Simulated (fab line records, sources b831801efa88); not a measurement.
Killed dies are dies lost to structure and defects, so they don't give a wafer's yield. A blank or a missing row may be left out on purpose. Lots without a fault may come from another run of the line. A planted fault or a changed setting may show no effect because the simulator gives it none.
fab line records | flow sky130
record lots=5 wafers=15 last_day=49
route steps=708 shown VT_ADJUST_HVTR@142 VT_ADJUST_PCH@143 SONOS_TUNNEL@154 SONOS_ONO@168
lots that met no fault: from a run of the same line without faults
start_h: hours from the record's first day to the start of the lot's first wafer shown | wait_h: hours since the lot's step before | " the same as in the row above | L1.1+2: a row that stands for several wafers | - no value, or no start given | * or withheld: withheld | < > ~ a bound
route shown NAME@n: a module of which the file shows steps, and the number in the route of the first | usual: mean/standard deviation of fault-free wafers | same: alike in all rows | chamber/n: place in a boat | sites: the reading at each site | _std_site: their standard deviation | _edge_site: outer sites' mean less inner sites' | radius_mm: how far each site lies from the wafer's centre | mask NAME#n: copy n | behind: the tool/chamber that last shaped the wafer | hold: why the lot was held/for how many hours/how that ended | device: the transistor (n, p or np) that didn't switch | end of line: the same wafers' tests at the end of the route | a step without rows: its recipe alone | killed: dies lost to structure and defects at the first sort, not the wafer's yield | map: a wafer's dies, x killed, . not, _ none there
set.NAME: the setting as run; set.NAME@STEP: as run at that earlier step | model.NAME: the simulator's own value behind a step, which no gauge read
lots at some steps of the route; a table a step, a row a wafer
services: from which hour (start_h, from the record's first day; less than 0 if before it) a tool's chamber was out of use, for how many hours, and why
## steps
# step SKY_VT_ADJUST_HVTR_TW_MEAS_11
# usual VT_ADJUST_HVTR_TW=211.2/1.9
# columns lot.wafer tool chamber start_h wait_h VT_ADJUST_HVTR_TW
L074.2 film_metro-03 - 212.69 0.1 212.1
L074.3 " - " " 211.0
L074.4 " - " " 211.9
L077.1 film_metro-01 - 232.48 0.1 209.8
L077.2 " - " " 210.1
L077.3 " - " " 209.2
L082.3 film_metro-04 - 260.61 0.1 211.6
L082.5 " - " " 211.1
L082.6 " - " " 210.7
L083.1 film_metro-03 - 274.97 0.1 212.9
L083.3 " - " " 211.5
L083.5 " - " " 214.4
L090.2 film_metro-04 - 329.93 0.1 211.6
L090.4 " - " " 210.7
L090.5 " - " " 211.6
# step SKY_VT_ADJUST_PCH_DEHYDRATE_00
# recipe temp_c=200 time_s=60
# same time_s=60
# columns lot.wafer tool chamber start_h wait_h
L074.2+3+4 litho_track-03 0 222.86 10.2
L077.1+2+3 litho_track-04 0 242.74 10.2
L082.3+5+6 litho_track-03 0 271.83 11.2
L083.1+3+5 litho_track-02 0 287.52 12.5
L090.2+4+5 litho_track-04 0 342.96 13.0
# step SKY_VT_ADJUST_PCH_HMDS_01
# recipe prime_time_s=60 prime_temp_c=120
# columns lot.wafer tool chamber start_h wait_h
L074.2+3+4 litho_track-03 0 223.01 0.1
L077.1+2+3 litho_track-04 0 242.89 0.1
L082.3+5+6 litho_track-03 0 271.98 0.1
L083.1+3+5 litho_track-02 0 287.67 0.1
L090.2+4+5 litho_track-04 0 343.11 0.1
# step SKY_VT_ADJUST_PCH_COAT_02
# recipe spin_rpm=2000 resist_thk_nm=3000
# columns lot.wafer tool chamber start_h wait_h
L074.2+3+4 litho_track-03 0 223.16 0.1
L077.1+2+3 litho_track-04 0 243.04 0.1
L082.3+5+6 litho_track-03 0 272.13 0.1
L083.1+3+5 litho_track-02 0 287.82 0.1
L090.2+4+5 litho_track-04 0 343.26 0.1
# step SKY_VT_ADJUST_PCH_SOFTBAKE_03
# recipe temp_c=110 time_s=withheld
# columns lot.wafer tool chamber start_h wait_h
L074.2+3+4 litho_track-03 0 223.31 0.1
L077.1+2+3 litho_track-04 0 243.19 0.1
L082.3+5+6 litho_track-03 0 272.30 0.1
L083.1+3+5 litho_track-02 0 287.97 0.1
L090.2+4+5 litho_track-04 0 343.42 0.1
# step SKY_VT_ADJUST_PCH_EXPOSE_04
# recipe mask_id=NWM na=0.6 source_shape=conventional sigma_outer=0.6 polarization=unpolarized target_cd_nm=840 dose_mj=255
# usual exposure_dose_mJ_cm2=254.96/0.26
# columns lot.wafer tool chamber start_h wait_h mask exposure_dose_mJ_cm2
L074.2 iline_stepper-01 0 - - NWM#0 254.94
L074.3 " 0 " " NWM#0 254.94
L074.4 " 0 " " NWM#0 254.86
L077.1 iline_stepper-01 0 - - NWM#0 255.09
L077.2 " 0 " " NWM#0 255.05
L077.3 " 0 " " NWM#0 255.36
L082.3 iline_stepper-01 0 - - NWM#0 254.75
L082.5 " 0 " " NWM#0 254.87
L082.6 " 0 " " NWM#0 254.73
L083.1 iline_stepper-02 0 - - NWM#0 254.71
L083.3 " 0 " " NWM#0 254.78
L083.5 " 0 " " NWM#0 254.58
L090.2 iline_stepper-02 0 - - NWM#0 255.06
L090.4 " 0 " " NWM#0 254.79
L090.5 " 0 " " NWM#0 255.28
# step SKY_VT_ADJUST_PCH_PEB_05
# recipe temp_c=115 time_s=withheld
# columns lot.wafer tool chamber start_h wait_h
L074.2+3+4 litho_track-03 0 - -
L077.1+2+3 litho_track-04 0 - -
L082.3+5+6 litho_track-04 0 - -
L083.1+3+5 litho_track-02 0 - -
L090.2+4+5 litho_track-04 0 - -
# step SKY_VT_ADJUST_PCH_DEVELOP_06
# recipe wall_angle_deg=90 developer=TMAH develop_time_s=60 dev_temp_c=23
# columns lot.wafer tool chamber start_h wait_h
L074.2+3+4 litho_track-03 0 - -
L077.1+2+3 litho_track-04 0 - -
L082.3+5+6 litho_track-04 0 - -
L083.1+3+5 litho_track-02 0 - -
L090.2+4+5 litho_track-04 0 - -
# step SKY_VT_ADJUST_PCH_OVL_MEAS_07
# usual VT_ADJUST_PCH_OVL=0.3/1.3
# columns lot.wafer tool chamber start_h wait_h VT_ADJUST_PCH_OVL[nm]
L074.2 overlay-02 - 234.74 - 0.7
L074.3 " - " " -0.4
L074.4 " - " " 0.3
L077.1 overlay-02 - 255.39 - 2.4
L077.2 " - " " 0.3
L077.3 " - " " -0.6
L082.3 overlay-01 - 285.10 - 3.0
L082.5 " - " " -0.7
L082.6 " - " " 0.3
L083.1 overlay-01 - 300.57 - 0.6
L083.3 " - " " 0.3
L083.5 " - " " 1.3
L090.2 overlay-02 - 356.74 - -1.1
L090.4 " - " " -0.7
L090.5 " - " " -0.4
# step SKY_VT_ADJUST_PCH_IMPLANT_08
# recipe species=B energy_kev=10 dose_cm2=5e+11 tilt_deg=withheld
# columns lot.wafer tool chamber start_h wait_h
L074.2+3+4 implanter-04 0 234.79 0.0
L077.1+2+3 implanter-04 0 255.42 0.0
L082.3+5+6 implanter-02 0 285.17 0.1
L083.1+3+5 implanter-03 0 300.60 0.0
L090.2+4+5 implanter-04 0 356.80 0.0
# step SKY_VT_ADJUST_PCH_STRIP_09
# recipe chemistry=O2/N2 power_w=1400 pressure_mtorr=1500 platen_temp_c=withheld o2_flow_sccm=3000 n2_flow_sccm=300 overash_fraction=0.5
# usual drypump_motor_current_A=5.7/0.49 oes_product_au=0.722/0.0045 strip_time_to_endpoint_s=36.93/0.098
# columns lot.wafer tool chamber start_h wait_h drypump_motor_current_A oes_product_au rf_hours_counter_h strip_time_to_endpoint_s
L074.2 plasma_asher-01 1 234.92 0.1 6.1 0.723 54 36.91
L074.3 " 0 " " 6.3 0.719 - 36.94
L074.4 " 1 " " 6.1 0.729 - 36.92
L077.1 plasma_asher-01 1 255.57 0.1 6.1 0.716 56 36.76
L077.2 " 0 " " 6.3 0.721 56 36.70
L077.3 " 0 " " 6.3 0.727 - 36.72
L082.3 plasma_asher-04 0 285.30 0.1 5.4 0.724 - 37.03
L082.5 " 1 " " 5.8 0.727 - 37.10
L082.6 " 0 " " 5.4 0.730 - 37.14
L083.1 plasma_asher-01 0 300.75 0.1 6.3 0.726 61 37.03
L083.3 " 1 " " 6.1 0.720 - 37.10
L083.5 " 1 " " 6.1 0.727 - 36.98
L090.2 plasma_asher-04 0 356.92 0.1 5.4 0.728 65 36.87
L090.4 " 1 " " 5.8 0.719 - 36.80
L090.5 " 0 " " 5.4 0.719 - 36.88
# step SKY_VT_ADJUST_PCH_TW_MEAS_10
# usual VT_ADJUST_PCH_TW=143.1/1.6
# columns lot.wafer tool chamber start_h wait_h VT_ADJUST_PCH_TW
L074.2 film_metro-03 - 235.03 0.1 144.7
L074.3 " - " " 143.9
L074.4 " - " " 144.3
L077.1 film_metro-02 - 255.67 0.1 140.1
L077.2 " - " " 139.7
L077.3 " - " " 139.7
L082.3 film_metro-04 - 285.39 0.1 144.0
L082.5 " - " " 144.2
L082.6 " - " " 143.9
L083.1 film_metro-03 - 300.85 0.1 144.3
L083.3 " - " " 144.1
L083.5 " - " " 144.7
L090.2 film_metro-03 - 357.03 0.1 143.7
L090.4 " - " " 144.2
L090.5 " - " " 144.0
# step SKY_SONOS_TUNNEL_DEHYDRATE_00
# recipe temp_c=200 time_s=60
# same time_s=60
# columns lot.wafer tool chamber start_h wait_h
L074.2+3+4 litho_track-04 0 246.06 11.0
L077.1+2+3 litho_track-03 0 266.43 10.7
L082.3+5+6 litho_track-03 0 297.33 11.9
L083.1+3+5 litho_track-03 0 313.73 12.9
L090.2+4+5 litho_track-01 0 370.85 13.8
# step SKY_SONOS_TUNNEL_HMDS_01
# recipe prime_time_s=60 prime_temp_c=120
# columns lot.wafer tool chamber start_h wait_h
L074.2+3+4 litho_track-04 0 246.21 0.1
L077.1+2+3 litho_track-03 0 266.58 0.1
L082.3+5+6 litho_track-03 0 297.48 0.1
L083.1+3+5 litho_track-03 0 313.88 0.1
L090.2+4+5 litho_track-01 0 371.00 0.1
# step SKY_SONOS_TUNNEL_COAT_02
# recipe resist=NOVOLAK spin_rpm=3000 resist_thk_nm=1140
# columns lot.wafer tool chamber start_h wait_h
L074.2+3+4 litho_track-04 0 246.36 0.1
L077.1+2+3 litho_track-03 0 266.73 0.1
L082.3+5+6 litho_track-03 0 297.63 0.1
L083.1+3+5 litho_track-03 0 314.03 0.1
L090.2+4+5 litho_track-01 0 371.15 0.1
# step SKY_SONOS_TUNNEL_SOFTBAKE_03
# recipe temp_c=90 time_s=60 resist=NOVOLAK
# same time_s=60
# columns lot.wafer tool chamber start_h wait_h
L074.2+3+4 litho_track-04 0 246.51 0.1
L077.1+2+3 litho_track-03 0 266.88 0.1
L082.3+5+6 litho_track-03 0 297.78 0.1
L083.1+3+5 litho_track-03 0 314.18 0.1
L090.2+4+5 litho_track-01 0 371.30 0.1
# step SKY_SONOS_TUNNEL_EXPOSE_04
# recipe mask_id=TUNM na=0.6 source_shape=conventional sigma_outer=0.6 polarization=unpolarized target_cd_nm=410 dose_mj=136
# usual exposure_dose_mJ_cm2=135.94/0.15
# columns lot.wafer tool chamber start_h wait_h mask exposure_dose_mJ_cm2
L074.2 iline_stepper-02 0 - - TUNM#0 135.87
L074.3 " 0 " " TUNM#0 136.21
L074.4 " 0 " " TUNM#0 136.06
L077.1 iline_stepper-01 0 - - TUNM#0 135.98
L077.2 " 0 " " TUNM#0 135.83
L077.3 " 0 " " TUNM#0 135.80
L082.3 iline_stepper-02 0 - - TUNM#0 135.86
L082.5 " 0 " " TUNM#0 135.79
L082.6 " 0 " " TUNM#0 135.82
L083.1 iline_stepper-01 0 - - TUNM#0 135.88
L083.3 " 0 " " TUNM#0 136.04
L083.5 " 0 " " TUNM#0 136.01
L090.2 iline_stepper-02 0 - - TUNM#0 135.77
L090.4 " 0 " " TUNM#0 135.52
L090.5 " 0 " " TUNM#0 135.72
# step SKY_SONOS_TUNNEL_PEB_05
# recipe temp_c=withheld time_s=* resist=NOVOLAK
# same time_s=*
# columns lot.wafer tool chamber start_h wait_h
L074.2+3+4 litho_track-04 0 - -
L077.1+2+3 litho_track-03 0 - -
L082.3+5+6 litho_track-03 0 - -
L083.1+3+5 litho_track-01 0 - -
L090.2+4+5 litho_track-03 0 - -
# step SKY_SONOS_TUNNEL_DEVELOP_06
# recipe resist=NOVOLAK developer=TMAH develop_time_s=60 dev_temp_c=23
# columns lot.wafer tool chamber start_h wait_h
L074.2+3+4 litho_track-04 0 257.76 0.1
L077.1+2+3 litho_track-03 0 280.18 0.1
L082.3+5+6 litho_track-03 0 311.03 0.1
L083.1+3+5 litho_track-01 0 327.48 0.1
L090.2+4+5 litho_track-03 0 385.65 0.1
# step SKY_SONOS_TUNNEL_CD_MEAS_07
# recipe target_cd_nm=410
# usual cd_nm=409.9/2
# columns lot.wafer tool chamber start_h wait_h cd_nm
L074.2 cd_sem-01 - 257.91 0.1 409.0
L074.3 " - " " 410.4
L074.4 " - " " 410.8
L077.1 cd_sem-02 - 280.33 0.1 410.8
L077.2 " - " " 410.9
L077.3 " - " " 409.4
L082.3 cd_sem-01 - 311.17 0.1 410.8
L082.5 " - " " 410.2
L082.6 " - " " 409.8
L083.1 cd_sem-01 - 327.63 0.1 408.4
L083.3 " - " " 407.1
L083.5 " - " " 405.9
L090.2 cd_sem-01 - 385.80 0.1 412.4
L090.4 " - " " 410.6
L090.5 " - " " 411.0
# step SKY_SONOS_TUNNEL_OVL_MEAS_08
# usual SONOS_TUNNEL_OVL=0.6/1.6
# columns lot.wafer tool chamber start_h wait_h SONOS_TUNNEL_OVL[nm]
L074.2 overlay-02 - 258.01 0.1 -1.8
L074.3 " - " " 1.0
L074.4 " - " " -0.1
L077.1 overlay-01 - 280.45 0.1 1.4
L077.2 " - " " 1.9
L077.3 " - " " 2.6
L082.3 overlay-02 - 311.26 0.1 -0.6
L082.5 " - " " -1.6
L082.6 " - " " -0.8
L083.1 overlay-02 - 327.75 0.1 1.6
L083.3 " - " " 2.5
L083.5 " - " " 3.3
L090.2 overlay-02 - 385.91 0.1 0.5
L090.4 " - " " -0.3
L090.5 " - " " 0.7
# step SKY_SONOS_TUNNEL_IMPLANT_09
# recipe species=B energy_kev=20 dose_cm2=1e+12 tilt_deg=withheld
# columns lot.wafer tool chamber start_h wait_h
L074.2+3+4 implanter-01 0 258.07 0.0
L077.1+2+3 implanter-03 0 280.49 0.0
L082.3+5+6 implanter-04 0 311.34 0.1
L083.1+3+5 implanter-01 0 327.78 0.0
L090.2+4+5 implanter-01 0 385.96 0.0
# step SKY_SONOS_TUNNEL_WET_ETCH_10
# recipe chemistry=dHF target_depth_nm=14 target=SiO2 dilution=100:1 temp_c=25 time_s=280
# usual temp_c=24.99/0.11
# same time_s=280
# columns lot.wafer tool chamber start_h wait_h temp_c
L074.2 wet_bench-03 2 258.19 0.1 24.91
L074.3 " 2 " " 24.94
L074.4 " 2 " " 24.96
L077.1 wet_bench-04 0 280.64 0.1 24.89
L077.2 " 0 " " 24.86
L077.3 " 0 " " 24.97
L082.3 wet_bench-01 2 311.44 0.1 25.15
L082.5 " 2 " " 25.03
L082.6 " 2 " " 25.02
L083.1 wet_bench-04 2 327.93 0.1 25.08
L083.3 " 2 " " 25.16
L083.5 " 2 " " 25.04
L090.2 wet_bench-04 2 386.09 0.1 25.13
L090.4 " 2 " " 24.94
L090.5 " 2 " " 25.10
# step SKY_SONOS_TUNNEL_STRIP_11
# recipe chemistry=SPM time_s=600 temp_c=130
# usual bath_guard_temp_C=129.9/0.48 temp_c=130.04/0.12
# same time_s=600
# columns lot.wafer tool chamber start_h wait_h bath_guard_temp_C temp_c
L074.2 wet_bench-01 1 258.28 0.0 130.3 130.00
L074.3 " 1 " " 130.1 130.17
L074.4 " 1 " " 130.1 129.91
L077.1 wet_bench-03 1 280.72 0.0 130.9 129.98
L077.2 " 1 " " 130.5 129.92
L077.3 " 1 " " 130.8 130.02
L082.3 wet_bench-01 3 311.52 0.0 129.6 130.12
L082.5 " 3 " " 129.4 130.15
L082.6 " 3 " " 129.4 130.02
L083.1 wet_bench-01 3 328.03 0.0 129.4 129.88
L083.3 " 3 " " 129.5 130.07
L083.5 " 3 " " 129.3 130.04
L090.2 wet_bench-03 3 386.20 0.0 129.6 129.80
L090.4 " 3 " " 129.4 130.03
L090.5 " 3 " " 129.5 130.02
# step SKY_SONOS_TUNNEL_TW_MEAS_12
# usual SONOS_TUNNEL_TW=196.2/2
# columns lot.wafer tool chamber start_h wait_h SONOS_TUNNEL_TW
L074.2 film_metro-01 - 258.46 0.0 195.6
L074.3 " - " " 194.7
L074.4 " - " " 196.2
L077.1 film_metro-01 - 280.90 0.0 195.4
L077.2 " - " " 194.0
L077.3 " - " " 194.8
L082.3 film_metro-04 - 311.72 0.0 198.7
L082.5 " - " " 199.7
L082.6 " - " " 198.9
L083.1 film_metro-02 - 328.20 0.0 196.4
L083.3 " - " " 195.3
L083.5 " - " " 196.1
L090.2 film_metro-01 - 386.38 0.0 196.5
L090.4 " - " " 196.1
L090.5 " - " " 196.2
# step SKY_SONOS_TUNNEL_CLEAN_13
# recipe chemistry=dHF time_s=20 dilution=100:1 dry=ipa_marangoni
# same time_s=20
# columns lot.wafer tool chamber start_h wait_h
L074.2+3+4 wet_bench-04 3 258.51 0.0
L077.1+2+3 wet_bench-01 2 280.96 0.1
L082.3+5+6 wet_bench-01 2 311.76 0.0
L083.1+3+5 wet_bench-03 1 328.26 0.1
L090.2+4+5 wet_bench-01 2 386.43 0.0
# step SKY_SONOS_ONO_OXIDATION_00
# recipe temp_c=800 ambient=O2 idle_temp_c=700 ramp_up_c_per_min=10 ramp_down_c_per_min=3 stabilise_s=600 purge_s=300 target_thk_a=26 ox_time_s=1249
# same ox_time_s=1249
# columns lot.wafer tool chamber start_h wait_h
L074.2+3+4 furnace-01 0 259.51 1.0
L077.1+2+3 furnace-02 0 281.87 0.9
L082.3+5+6 furnace-01 0 312.02 0.2
L083.1+3+5 furnace-02 0 328.60 0.3
L090.2+4+5 furnace-02 0 389.50 3.0
# step SKY_SONOS_ONO_THK_MEAS_01
# recipe reads=SiO2_of_SONOS_ONO_OXIDATION_00
# usual SONOS_ONO_OXIDATION_THK=2.59/0.054
# columns lot.wafer tool chamber start_h wait_h SONOS_ONO_OXIDATION_THK[nm]
L074.2 film_metro-01 - 260.86 0.0 2.55
L074.3 " - " " 2.54
L074.4 " - " " 2.60
L077.1 film_metro-03 - 283.22 0.0 2.49
L077.2 " - " " 2.52
L077.3 " - " " 2.45
L082.3 film_metro-01 - 313.39 0.0 2.54
L082.5 " - " " 2.65
L082.6 " - " " 2.62
L083.1 film_metro-02 - 329.95 0.0 2.57
L083.3 " - " " 2.62
L083.5 " - " " 2.56
L090.2 film_metro-01 - 390.85 0.0 2.52
L090.4 " - " " 2.59
L090.5 " - " " 2.54
# step SKY_SONOS_ONO_CVD_02
# recipe material=Si3N4 precursor=DCS/NH3 target_thk_nm=10.5 temp_c=770 time_s=180 pressure_mtorr=240.5
# same time_s=180
# columns lot.wafer tool chamber start_h wait_h
L074.2+3+4 lpcvd-02 1 261.79 0.9
L077.1+2+3 lpcvd-02 0 283.48 0.3
L082.3+5+6 lpcvd-02 1 313.48 0.1
L083.1+3+5 lpcvd-02 0 331.71 1.8
L090.2+4+5 lpcvd-02 0 391.34 0.5
# step SKY_SONOS_ONO_THK_MEAS_03
# recipe reads=Si3N4_of_SONOS_ONO_CVD_02
# usual SONOS_ONO_CVD_02_THK=10.42/0.12
# columns lot.wafer tool chamber start_h wait_h SONOS_ONO_CVD_02_THK[nm]
L074.2 film_metro-03 - 262.85 0.0 10.50
L074.3 " - " " 10.47
L074.4 " - " " 10.42
L077.1 film_metro-02 - 284.53 0.0 10.39
L077.2 " - " " 10.29
L077.3 " - " " 10.33
L082.3 film_metro-02 - 314.55 0.0 10.26
L082.5 " - " " 10.28
L082.6 " - " " 10.22
L083.1 film_metro-01 - 332.76 0.0 10.54
L083.3 " - " " 10.45
L083.5 " - " " 10.42
L090.2 film_metro-03 - 392.40 0.0 10.33
L090.4 " - " " 10.42
L090.5 " - " " 10.31
# step SKY_SONOS_ONO_CVD_04
# recipe material=SiO2 precursor=SiH4/N2O target_thk_nm=5.7199 temp_c=900 pressure_mtorr=400
# same time_s=900
# columns lot.wafer tool chamber start_h wait_h
L074.2+3+4 lpcvd-03 1 262.90 0.0
L077.1+2+3 lpcvd-03 0 284.59 0.1
L082.3+5+6 lpcvd-03 1 314.59 0.0
L083.1+3+5 lpcvd-03 1 332.82 0.1
L090.2+4+5 lpcvd-03 1 392.45 0.0
# step SKY_SONOS_ONO_THK_MEAS_05
# recipe reads=SiO2_of_SONOS_ONO_CVD_04
# usual SONOS_ONO_CVD_04_THK=5.68/0.11
# columns lot.wafer tool chamber start_h wait_h SONOS_ONO_CVD_04_THK[nm]
L074.2 film_metro-02 - 264.16 0.0 5.61
L074.3 " - " " 5.66
L074.4 " - " " 5.62
L077.1 film_metro-03 - 285.84 0.0 5.85
L077.2 " - " " 5.63
L077.3 " - " " 5.82
L082.3 film_metro-03 - 315.86 0.0 5.63
L082.5 " - " " 5.61
L082.6 " - " " 5.64
L083.1 film_metro-01 - 334.07 0.0 5.73
L083.3 " - " " 5.71
L083.5 " - " " 5.79
L090.2 film_metro-01 - 393.71 0.0 5.72
L090.4 " - " " 5.71
L090.5 " - " " 5.74
# step SKY_SONOS_ONO_DEHYDRATE_06
# recipe temp_c=200 time_s=60
# same time_s=60
# columns lot.wafer tool chamber start_h wait_h
L074.2+3+4 litho_track-01 0 276.30 12.1
L077.1+2+3 litho_track-01 0 297.88 12.0
L082.3+5+6 litho_track-04 0 328.53 12.7
L083.1+3+5 litho_track-04 0 346.68 12.6
L090.2+4+5 litho_track-04 0 407.11 13.4
# step SKY_SONOS_ONO_HMDS_07
# recipe prime_time_s=60 prime_temp_c=120
# columns lot.wafer tool chamber start_h wait_h
L074.2+3+4 litho_track-01 0 276.45 0.1
L077.1+2+3 litho_track-01 0 298.03 0.1
L082.3+5+6 litho_track-04 0 328.68 0.1
L083.1+3+5 litho_track-04 0 346.83 0.1
L090.2+4+5 litho_track-04 0 407.26 0.1
# step SKY_SONOS_ONO_COAT_08
# recipe resist=NOVOLAK spin_rpm=3000 resist_thk_nm=1140
# columns lot.wafer tool chamber start_h wait_h
L074.2+3+4 litho_track-01 0 276.60 0.1
L077.1+2+3 litho_track-01 0 298.18 0.1
L082.3+5+6 litho_track-04 0 328.83 0.1
L083.1+3+5 litho_track-04 0 346.98 0.1
L090.2+4+5 litho_track-04 0 407.41 0.1
# step SKY_SONOS_ONO_SOFTBAKE_09
# recipe temp_c=90 time_s=60 resist=NOVOLAK
# same time_s=60
# columns lot.wafer tool chamber start_h wait_h
L074.2+3+4 litho_track-01 0 276.75 0.1
L077.1+2+3 litho_track-01 0 298.33 0.1
L082.3+5+6 litho_track-04 0 328.98 0.1
L083.1+3+5 litho_track-04 0 347.13 0.1
L090.2+4+5 litho_track-04 0 407.56 0.1
# step SKY_SONOS_ONO_EXPOSE_10
# recipe mask_id=ONOM target_cd_nm=410 na=0.6 source_shape=conventional sigma_outer=0.6 dose_mj=150
# usual exposure_dose_mJ_cm2=149.89/0.15
# columns lot.wafer tool chamber start_h wait_h mask exposure_dose_mJ_cm2
L074.2 iline_stepper-02 0 - - ONOM#0 149.91
L074.3 " 0 " " ONOM#0 149.84
L074.4 " 0 " " ONOM#0 149.89
L077.1 iline_stepper-01 0 - - ONOM#0 149.61
L077.2 " 0 " " ONOM#0 149.58
L077.3 " 0 " " ONOM#0 149.92
L082.3 iline_stepper-02 0 - - ONOM#0 149.75
L082.5 " 0 " " ONOM#0 149.82
L082.6 " 0 " " ONOM#0 149.80
L083.1 iline_stepper-01 0 - - ONOM#0 150.26
L083.3 " 0 " " ONOM#0 150.10
L083.5 " 0 " " ONOM#0 149.66
L090.2 iline_stepper-01 0 - - ONOM#0 150.06
L090.4 " 0 " " ONOM#0 149.94
L090.5 " 0 " " ONOM#0 149.98
# step SKY_SONOS_ONO_PEB_11
# recipe temp_c=withheld time_s=* resist=NOVOLAK
# same time_s=*
# columns lot.wafer tool chamber start_h wait_h
L074.2+3+4 litho_track-04 0 - -
L077.1+2+3 litho_track-04 0 - -
L082.3+5+6 litho_track-01 0 - -
L083.1+3+5 litho_track-02 0 - -
L090.2+4+5 litho_track-02 0 - -
# step SKY_SONOS_ONO_DEVELOP_12
# recipe develop_time_s=60 dev_temp_c=23
# columns lot.wafer tool chamber start_h wait_h
L074.2+3+4 litho_track-04 0 289.86 0.1
L077.1+2+3 litho_track-04 0 312.23 0.1
L082.3+5+6 litho_track-01 0 342.73 0.1
L083.1+3+5 litho_track-02 0 360.52 0.1
L090.2+4+5 litho_track-02 0 422.99 0.1
# step SKY_SONOS_ONO_CD_MEAS_13
# recipe target_cd_nm=410
# usual cd_nm=410.8/2.1
# columns lot.wafer tool chamber start_h wait_h cd_nm
L074.2 cd_sem-01 - 290.00 0.1 412.9
L074.3 " - " " 413.2
L074.4 " - " " 417.4
L077.1 cd_sem-01 - 312.38 0.1 406.4
L077.2 " - " " 403.9
L077.3 " - " " 407.1
L082.3 cd_sem-02 - 342.87 0.1 408.9
L082.5 " - " " 411.7
L082.6 " - " " 412.1
L083.1 cd_sem-01 - 360.67 0.1 411.4
L083.3 " - " " 412.2
L083.5 " - " " 410.3
L090.2 cd_sem-01 - 423.14 0.1 412.9
L090.4 " - " " 411.0
L090.5 " - " " 412.7
# step SKY_SONOS_ONO_OVL_MEAS_14
# usual SONOS_ONO_OVL=0.7/1.7
# columns lot.wafer tool chamber start_h wait_h SONOS_ONO_OVL[nm]
L074.2 overlay-02 - 290.11 0.1 -1.1
L074.3 " - " " -2.2
L074.4 " - " " 0.6
L077.1 overlay-02 - 312.50 0.1 -0.8
L077.2 " - " " -0.3
L077.3 " - " " -0.3
L082.3 overlay-01 - 342.96 0.1 0.5
L082.5 " - " " 0.5
L082.6 " - " " 0.5
L083.1 overlay-02 - 360.79 0.1 -2.2
L083.3 " - " " -1.1
L083.5 " - " " -2.0
L090.2 overlay-01 - 423.24 0.1 -1.5
L090.4 " - " " 0.9
L090.5 " - " " 0.7
# step SKY_SONOS_ONO_ETCH_15
# recipe target_depth_nm=19.52 chemistry=CHF3/O2 source_w=606.6 bias_w=200 pressure_mtorr=40 chf3_flow_sccm=50 O2_flow_sccm=5 time_s=7.8
# usual drypump_motor_current_A=5.9/0.43 oes_product_au=1.002/0.0074 throttle_valve_pct=8.825/0.0092
# same time_s=7.8
# columns lot.wafer tool chamber start_h wait_h drypump_motor_current_A oes_product_au rf_hours_counter_h throttle_valve_pct
L074.2 rie_diel-02 0 290.14 0.0 5.8 1.004 113 8.818
L074.3 " 3 " " 5.2 1.009 74 8.825
L074.4 " 2 " " 6.2 1.003 49 8.829
L077.1 rie_diel-04 2 312.54 0.0 5.3 1.011 3 8.828
L077.2 " 1 " " 6.0 0.996 69 8.831
L077.3 " 3 " " 6.0 1.000 2 8.808
L082.3 rie_diel-02 1 342.98 0.0 6.5 1.001 60 8.814
L082.5 " 1 " " 6.5 0.999 - 8.825
L082.6 " 0 " " 5.8 0.996 - 8.833
L083.1 rie_diel-04 2 360.82 0.0 5.4 1.013 3 8.846
L083.3 " 1 " " 6.1 1.001 70 8.838
L083.5 " 3 " " 6.0 1.000 - 8.824
L090.2 rie_diel-02 0 423.27 0.0 5.8 0.990 1 8.839
L090.4 " 1 " " 6.5 1.003 62 8.832
L090.5 " 2 " " 6.2 0.996 - 8.822
# step SKY_SONOS_ONO_WET_ETCH_16
# recipe chemistry=dHF target_depth_nm=14 dry=n2_spin target=SiO2 dilution=100:1 temp_c=25 time_s=280
# usual temp_c=24.98/0.12
# same time_s=280
# columns lot.wafer tool chamber start_h wait_h temp_c
L074.2 wet_bench-01 3 290.16 0.0 24.90
L074.3 " 3 " " 24.80
L074.4 " 3 " " 24.78
L077.1 wet_bench-01 3 312.56 0.0 24.94
L077.2 " 3 " " 25.06
L077.3 " 3 " " 25.04
L082.3 wet_bench-01 2 343.00 0.0 25.09
L082.5 " 2 " " 25.02
L082.6 " 2 " " 24.95
L083.1 wet_bench-04 3 360.84 0.0 24.87
L083.3 " 3 " " 24.90
L083.5 " 3 " " 24.93
L090.2 wet_bench-04 3 423.29 0.0 24.86
L090.4 " 3 " " 24.94
L090.5 " 3 " " 24.89
# step SKY_SONOS_ONO_STRIP_17
# recipe chemistry=O2/N2 power_w=1400 pressure_mtorr=1500 platen_temp_c=withheld o2_flow_sccm=3000 n2_flow_sccm=300 overash_fraction=0.5
# usual drypump_motor_current_A=5.7/0.55 oes_product_au=0.710/0.0051 strip_time_to_endpoint_s=14.12/0.034
# columns lot.wafer tool chamber start_h wait_h drypump_motor_current_A oes_product_au rf_hours_counter_h strip_time_to_endpoint_s
L074.2 plasma_asher-01 1 290.25 0.0 6.1 0.700 60 14.12
L074.3 " 0 " " 6.3 0.711 - 14.13
L074.4 " 1 " " 6.1 0.713 - 14.16
L077.1 plasma_asher-03 0 312.65 0.0 6.2 0.705 19 14.18
L077.2 " 1 " " 5.3 0.703 19 14.18
L077.3 " 1 " " 5.3 0.702 - 14.11
L082.3 plasma_asher-02 0 343.12 0.0 5.4 0.719 - 14.12
L082.5 " 0 " " 5.5 0.703 - 14.15
L082.6 " 1 " " 4.7 0.713 - 14.13
L083.1 plasma_asher-02 1 360.93 0.0 4.7 0.711 53 14.10
L083.3 " 0 " " 5.5 0.711 - 14.15
L083.5 " 0 " " 5.5 0.723 - 14.14
L090.2 plasma_asher-03 0 423.38 0.0 6.2 0.716 31 14.14
L090.4 " 1 " " 5.3 0.705 - 14.13
L090.5 " 1 " " 5.3 0.709 - 14.14
## services
# columns tool chamber start_h hours kind
rie_diel-02 2 202.07 4.0 repair
implanter-04 - 215.02 2.6 repair
implanter-04 - 220.02 1.3 repair
lpcvd-02 - 222.57 2.2 repair
iline_stepper-01 - 225.63 1.7 pm
implanter-01 - 238.97 2.1 repair
plasma_asher-04 - 241.42 2.8 pm
rie_diel-02 2 247.43 3.4 repair
iline_stepper-02 - 264.61 0.9 repair
iline_stepper-02 - 271.15 2.4 repair
implanter-01 - 293.32 8.0 repair
plasma_asher-01 - 308.13 2.1 repair
wet_bench-04 - 309.92 3.0 repair
iline_stepper-02 - 313.32 2.8 repair
iline_stepper-01 - 333.78 4.4 pm
furnace-02 - 334.12 3.7 pm
furnace-02 - 339.43 3.9 pm
rie_diel-02 2 344.10 4.8 repair
implanter-04 - 345.31 1.7 repair
implanter-01 - 345.84 4.1 repair
rie_diel-02 - 370.45 0.7 repair
plasma_asher-01 - 372.48 0.7 repair
implanter-04 - 390.46 15.8 pm
iline_stepper-02 - 406.13 1.7 pm
## key
fault none
